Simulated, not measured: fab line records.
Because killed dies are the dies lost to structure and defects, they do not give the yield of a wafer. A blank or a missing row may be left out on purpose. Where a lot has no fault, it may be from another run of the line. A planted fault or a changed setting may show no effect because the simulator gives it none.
Which tool did it? || flow gf180mcu || 6 lots, 18 wafers sampled, at 4 steps of a route of 602

## WHAT THE GAUGES SHOWED, per wafer
GF_CONTACT_BOW_MEAS_05.
{"lot": "L924", "measured": "day 17 00:43", "on": "filmMetro-03", "CONTACT_BOW (um)": "57 78 73"}
{"lot": "L927", "measured": "day 17 12:57", "on": "filmMetro-03", "CONTACT_BOW (um)": "62 52 81"}
{"lot": "L930", "measured": "day 19 00:37", "on": "filmMetro-03", "CONTACT_BOW (um)": "72 56 53"}
{"lot": "L931", "measured": "day 19 06:13", "on": "filmMetro-03", "CONTACT_BOW (um)": "61 65 58"}
{"lot": "L937", "measured": "day 21 03:22", "on": "filmMetro-01", "CONTACT_BOW (um)": "61 65 64"}
{"lot": "L943", "measured": "day 23 07:01", "on": "filmMetro-03", "CONTACT_BOW (um)": "79 68 60"}

## EACH LOT AND THE TOOL THAT RAN IT (in order: tool; ch and the chambers of the sampled wafers; start)
{"lot": "L924", "GF_SALICIDE_SPUTTER_02": "pvdSputter-02, day 16 23:39", "GF_SALICIDE_RTA_06": "rtpAnneal-02 ch 0, day 16 23:53", "GF_CONTACT_CMP_04": "cmp-01 ch 0,1,3, day 17 00:34"}
{"lot": "L927", "GF_SALICIDE_SPUTTER_02": "pvdSputter-04, day 17 11:53", "GF_SALICIDE_RTA_06": "rtpAnneal-01 ch 0, day 17 12:07", "GF_CONTACT_CMP_04": "cmp-01 ch 0,1,2, day 17 12:39"}
{"lot": "L930", "GF_SALICIDE_SPUTTER_02": "pvdSputter-04, day 18 23:33", "GF_SALICIDE_RTA_06": "rtpAnneal-02 ch 0, day 18 23:47", "GF_CONTACT_CMP_04": "cmp-02 ch 0,1, day 19 00:22"}
{"lot": "L931", "GF_SALICIDE_SPUTTER_02": "pvdSputter-02, day 19 05:06", "GF_SALICIDE_RTA_06": "rtpAnneal-01 ch 0, day 19 05:23", "GF_CONTACT_CMP_04": "cmp-01 ch 0,3, day 19 05:55"}
{"lot": "L937", "GF_SALICIDE_SPUTTER_02": "pvdSputter-04, day 21 02:18", "GF_SALICIDE_RTA_06": "rtpAnneal-02 ch 0, day 21 02:32", "GF_CONTACT_CMP_04": "cmp-02 ch 1,2,3, day 21 03:07"}
{"lot": "L943", "GF_SALICIDE_SPUTTER_02": "pvdSputter-03, day 23 05:55", "GF_SALICIDE_RTA_06": "rtpAnneal-02 ch 0, day 23 06:11", "GF_CONTACT_CMP_04": "cmp-02 ch 0,2,3, day 23 06:49"}
- GF_SALICIDE_SPUTTER_02: material Co, target thk 10 nm, time 20 s.
- GF_SALICIDE_RTA_06: time 30 s.
- GF_CONTACT_CMP_04: polishes SiO2.

## THE ANSWER, worked out from the rows above alone
Rule: what is usual is taken from the lots themselves. The widest of any qualifying gaps counts: lots, ordered by their means at a reading, are off when they make up no more than a third of the lots, leave a main group of 4 or more, and stand apart from it by 3 or more times the standard deviation of that group's means. If all means in a main group match to the digits the tables above print for the reading, that group is not used. A lot without any number at a reading at which 4 lots or more have one is off too. Where the step has rows for the other lots, those lots are counted as sound.
No lot is off on any of the readings shown, so nothing can be concluded from this.

## WHAT WAS PUT IN BY THE SIMULATOR
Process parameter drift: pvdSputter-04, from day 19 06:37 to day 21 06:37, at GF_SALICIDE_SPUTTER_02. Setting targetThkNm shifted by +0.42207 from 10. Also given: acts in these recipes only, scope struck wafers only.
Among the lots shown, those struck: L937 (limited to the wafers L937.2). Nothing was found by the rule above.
